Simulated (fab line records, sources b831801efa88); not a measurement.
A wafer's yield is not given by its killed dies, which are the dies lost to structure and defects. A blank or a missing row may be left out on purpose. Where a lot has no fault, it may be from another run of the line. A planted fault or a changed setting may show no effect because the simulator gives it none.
The tool behind it: which one? :: flow sky130 :: 14 lots, 42 wafers sampled, at 4 steps of a route of 708

== WHAT THE GAUGES READ, wafer by wafer ==
SKY_PWDE_OVL_MEAS_07. Usual: for PWDE_OVL the level is -1.0 nm and the standard deviation is 1.2.
lot: L684
measured: day 4 04:32
on: overlay-02
PWDE_OVL (nm): -2.1 -3.1 -3.3
flag: 

lot: L685
measured: day 4 08:36
on: overlay-01
PWDE_OVL (nm): -0.3 -1.6 -0.2
flag: 

lot: L686
measured: day 4 16:05
on: overlay-02
PWDE_OVL (nm): 0.0 -1.5 -0.1
flag: 

lot: L687
measured: day 4 21:15
on: overlay-02
PWDE_OVL (nm): 0.8 -2.4 0.4
flag: 

lot: L688
measured: day 5 00:53
on: overlay-01
PWDE_OVL (nm): -2.6 -0.9 -2.0
flag: 

lot: L689
measured: day 5 05:16
on: overlay-01
PWDE_OVL (nm): -0.1 -0.8 -0.4
flag: 

lot: L694
measured: day 6 09:38
on: overlay-02
PWDE_OVL (nm): 0.3 -0.9 0.2
flag: 

lot: L695
measured: day 6 14:14
on: overlay-02
PWDE_OVL (nm): -0.4 -0.3 -1.6
flag: 

lot: L696
measured: day 6 18:46
on: overlay-01
PWDE_OVL (nm): -0.1 -1.7 -1.9
flag: 

lot: L697
measured: day 7 07:47
on: overlay-02
PWDE_OVL (nm): -1.2 0.4 -0.3
flag: 

lot: L700
measured: day 7 20:53
on: overlay-01
PWDE_OVL (nm): 1.3 -2.8 -1.6
flag: 

lot: L702
measured: day 8 07:26
on: overlay-02
PWDE_OVL (nm): -0.6 -2.0 -2.1
flag: 

lot: L705
measured: day 8 23:54
on: overlay-02
PWDE_OVL (nm): -3.7 -1.5 -1.1
flag: 

lot: L706
measured: day 9 02:46
on: overlay-01
PWDE_OVL (nm): -1.5 -1.4 -0.3
flag: 

SKY_NWELL_OVL_MEAS_10. Usual: for NWELL_00_OVL the level is 0.7 nm and the standard deviation is 1.3.
lot: L684
measured: day 4 21:37
on: overlay-01
NWELL_00_OVL (nm): 0.1 1.3 0.2
flag: 

lot: L685
measured: day 5 02:15
on: overlay-01
NWELL_00_OVL (nm): 2.2 2.7 1.1
flag: 

lot: L686
measured: day 5 09:18
on: overlay-02
NWELL_00_OVL (nm): 0.8 1.0 1.8
flag: 

lot: L687
measured: day 5 15:09
on: overlay-02
NWELL_00_OVL (nm): -1.8 -3.2 -1.6
flag: 

lot: L688
measured: day 5 18:29
on: overlay-02
NWELL_00_OVL (nm): 1.2 2.3 0.5
flag: 

lot: L689
measured: day 5 23:50
on: overlay-02
NWELL_00_OVL (nm): -1.3 -2.4 -0.3
flag: 

lot: L694
measured: day 7 04:35
on: overlay-01
NWELL_00_OVL (nm): 1.6 2.3 2.7
flag: 

lot: L695
measured: day 7 09:46
on: overlay-02
NWELL_00_OVL (nm): -1.5 0.5 -0.7
flag: 

lot: L696
measured: day 7 14:21
on: overlay-02
NWELL_00_OVL (nm): 1.1 0.5 -0.4
flag: 

lot: L697
measured: day 8 03:38
on: overlay-01
NWELL_00_OVL (nm): 2.7 2.2 2.0
flag: 

lot: L700
measured: day 8 16:42
on: overlay-01
NWELL_00_OVL (nm): -0.3 3.2 0.6
flag: 

lot: L702
measured: day 9 03:41
on: overlay-02
NWELL_00_OVL (nm): -0.4 1.2 -0.6
flag: 

lot: L705
measured: day 9 21:36
on: overlay-02
NWELL_00_OVL (nm): -0.8 -0.7 -0.1
flag: 

lot: L706
measured: day 10 01:32
on: overlay-01
NWELL_00_OVL (nm): -0.1 0.4 -0.6
flag: 

SKY_VT_ADJUST_HVTP_OVL_MEAS_08. Usual: for VT_ADJUST_HVTP_OVL the level is -0.5 nm and the standard deviation is 1.5.
lot: L684
measured: day 6 10:50
on: overlay-01
VT_ADJUST_HVTP_OVL (nm): -0.4 -1.1 -0.8
flag: 

lot: L685
measured: day 6 14:40
on: overlay-02
VT_ADJUST_HVTP_OVL (nm): 0.6 1.9 0.3
flag: 

lot: L686
measured: day 6 22:35
on: overlay-02
VT_ADJUST_HVTP_OVL (nm): -4.2 -2.8 -3.7
flag: 

lot: L687
measured: day 7 04:58
on: overlay-01
VT_ADJUST_HVTP_OVL (nm): -0.6 -1.2 -0.6
flag: 

lot: L688
measured: day 7 09:38
on: overlay-01
VT_ADJUST_HVTP_OVL (nm): -2.5 -2.3 -1.5
flag: 

lot: L689
measured: day 7 15:27
on: overlay-01
VT_ADJUST_HVTP_OVL (nm): -2.4 -0.1 -1.2
flag: 

lot: L694
measured: day 8 21:41
on: overlay-02
VT_ADJUST_HVTP_OVL (nm): -2.0 -1.7 -2.7
flag: 

lot: L695
measured: day 9 03:38
on: overlay-01
VT_ADJUST_HVTP_OVL (nm): -0.4 -0.7 -1.3
flag: 

lot: L696
measured: day 9 08:08
on: overlay-02
VT_ADJUST_HVTP_OVL (nm): -0.4 1.0 1.3
flag: 

lot: L697
measured: day 9 22:39
on: overlay-01
VT_ADJUST_HVTP_OVL (nm): 2.1 0.4 1.0
flag: 

lot: L700
measured: day 10 14:00
on: overlay-02
VT_ADJUST_HVTP_OVL (nm): -0.2 1.1 -0.6
flag: 

lot: L702
measured: day 11 01:36
on: overlay-02
VT_ADJUST_HVTP_OVL (nm): -0.5 -1.0 -0.2
flag: 

lot: L705
measured: day 11 19:41
on: overlay-01
VT_ADJUST_HVTP_OVL (nm): 1.3 0.3 -1.0
flag: 

lot: L706
measured: day 12 00:41
on: overlay-01
VT_ADJUST_HVTP_OVL (nm): -1.2 0.7 -0.6
flag: 

== WHAT TOOL EACH LOT RAN ON (gives the tool, then ch and the chambers of the sampled wafers, and finally the start) ==
lot: L684
SKY_NWELL_DEVELOP_22: litho-track-04 ch 0, day 5 15:00

lot: L685
SKY_NWELL_DEVELOP_22: litho-track-01 ch 0, day 5 19:00

lot: L686
SKY_NWELL_DEVELOP_22: litho-track-04 ch 0, day 6 03:00

lot: L687
SKY_NWELL_DEVELOP_22: litho-track-01 ch 0, day 6 09:00

lot: L688
SKY_NWELL_DEVELOP_22: litho-track-03 ch 0, day 6 13:00

lot: L689
SKY_NWELL_DEVELOP_22: litho-track-04 ch 0, day 6 18:00

lot: L694
SKY_NWELL_DEVELOP_22: litho-track-04 ch 0, day 8 00:00

lot: L695
SKY_NWELL_DEVELOP_22: litho-track-01, day 8 06:00

lot: L696
SKY_NWELL_DEVELOP_22: litho-track-03, day 8 10:00

lot: L697
SKY_NWELL_DEVELOP_22: litho-track-04 ch 0, day 9 00:00

lot: L700
SKY_NWELL_DEVELOP_22: litho-track-04 ch 0, day 9 14:00

lot: L702
SKY_NWELL_DEVELOP_22: litho-track-03 ch 0, day 10 01:00

lot: L705
SKY_NWELL_DEVELOP_22: litho-track-03 ch 0, day 10 19:00

lot: L706
SKY_NWELL_DEVELOP_22: litho-track-03 ch 0, day 11 00:00
- SKY_NWELL_DEVELOP_22: develop time 60 s.

== WHAT THE TOOLS THEMSELVES READ (means of the sampled wafers that have a number; where no wafer has one, the mark that the record gives instead) ==
SKY_NWELL_DEVELOP_22. Usual: chill-plate-temp-C at 22.97 C, with a standard deviation of 0.091.
lot: L684
tool: litho-track-04
chill-plate-temp-C (C): 23.02
flag: 

lot: L685
tool: litho-track-01
chill-plate-temp-C (C): 22.93
flag: 

lot: L686
tool: litho-track-04
chill-plate-temp-C (C): 22.96
flag: 

lot: L687
tool: litho-track-01
chill-plate-temp-C (C): 22.92
flag: 

lot: L688
tool: litho-track-03
chill-plate-temp-C (C): 22.97
flag: 

lot: L689
tool: litho-track-04
chill-plate-temp-C (C): 23.03
flag: 

lot: L694
tool: litho-track-04
chill-plate-temp-C (C): 22.96
flag: 

lot: L695
tool: litho-track-01
chill-plate-temp-C (C): -
flag: OFF

lot: L696
tool: litho-track-03
chill-plate-temp-C (C): -
flag: OFF

lot: L697
tool: litho-track-04
chill-plate-temp-C (C): 22.94
flag: 

lot: L700
tool: litho-track-04
chill-plate-temp-C (C): 23.04
flag: 

lot: L702
tool: litho-track-03
chill-plate-temp-C (C): 22.94
flag: 

lot: L705
tool: litho-track-03
chill-plate-temp-C (C): 22.93
flag: 

lot: L706
tool: litho-track-03
chill-plate-temp-C (C): 22.92
flag: 

== THE ANSWER, worked out from the rows above alone ==
Rule: a lot counts as off when the mean over its wafers that have a number is more than 3 standard deviations away from the usual mean. Also off: a lot with no number at a reading for which 4 or more lots have one. All remaining lots with rows at the step are treated as sound. Order of review: gauges by route order, followed by the tools' own readings, for which a lot's mean as printed above is used. The first step at which some lot is off is used, and at that step the reading that is off furthest; a lot without a number counts as furthest.
Off: L695, L696, at SKY_NWELL_DEVELOP_22 (chill-plate-temp-C). Without a number there: L695, L696.
A tool fits if, at that step or a process step before it, it ran every lot that is off, and no sound lot after the first of them. Of those tried, none fits.

== WHAT THE SIMULATOR HAD PUT IN ==
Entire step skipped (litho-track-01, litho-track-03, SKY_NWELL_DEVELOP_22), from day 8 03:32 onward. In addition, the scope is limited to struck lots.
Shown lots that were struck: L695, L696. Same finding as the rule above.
